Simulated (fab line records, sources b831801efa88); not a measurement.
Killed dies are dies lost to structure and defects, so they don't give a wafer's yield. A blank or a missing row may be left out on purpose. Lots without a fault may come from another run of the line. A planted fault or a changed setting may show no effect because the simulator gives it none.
Chamber matching | flow sky130 | SKY_METAL3_ETCH_17 on rie_diel-04: 4 sister chambers
The step etches SiO2 in C4F8/O2/Ar, stops on TiN, time 3.9 s, target depth 15 nm. 8 wafers are shown with their chamber, then 8 later ones without.

WAFERS WITH THEIR CHAMBER
wafer  | chamber | oes_product_au (a.u.)
L078.5 | 1       | 0.768
L078.6 | 0       | 0.765
L081.3 | 3       | 0.751
L081.6 | 2       | 0.761
L087.1 | 2       | 0.761
L087.4 | 3       | 0.745
L087.6 | 0       | 0.747
L089.2 | 1       | 0.760

WAFERS WITHOUT THEIR CHAMBER
wafer  | oes_product_au (a.u.)
L089.4 | 0.757
L089.6 | 0.758
L091.2 | 0.754
L091.4 | 0.760
L091.6 | 0.761
L095.1 | 0.751
L095.4 | 0.751
L095.5 | 0.760

WHICH CHAMBER EACH WENT THROUGH
wafer  | from the rows above               | in truth
L089.4 | can't be placed: 0 or 2 or 1 or 3 | 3
L089.6 | can't be placed: 0 or 2 or 1 or 3 | 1
L091.2 | can't be placed: 0 or 3 or 2 or 1 | 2
L091.4 | can't be placed: 2 or 0 or 1 or 3 | 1
L091.6 | can't be placed: 2 or 1 or 0 or 3 | 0
L095.1 | can't be placed: 3 or 0 or 2 or 1 | 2
L095.4 | can't be placed: 3 or 0 or 2 or 1 | 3
L095.5 | can't be placed: 2 or 0 or 1 or 3 | 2
Placed correctly: 0 of 8. Can't be placed from these rows: 8 (the true chamber is among the candidates in 8). Placed wrongly: 0.
How it was worked out, from the rows above alone: a wafer's distance from a chamber is the root of the sum, over the readings, of the square of ((its reading less the chamber's mean) divided by the reading's scatter). The wafer belongs to the nearest chamber; if the next one is less than 2 further off, it can't be placed. A chamber's mean is the mean of its shown wafers. The scatter: the root of (the sum of the squares of (reading less its chamber's mean) over the shown wafers, divided by (wafers less chambers)).
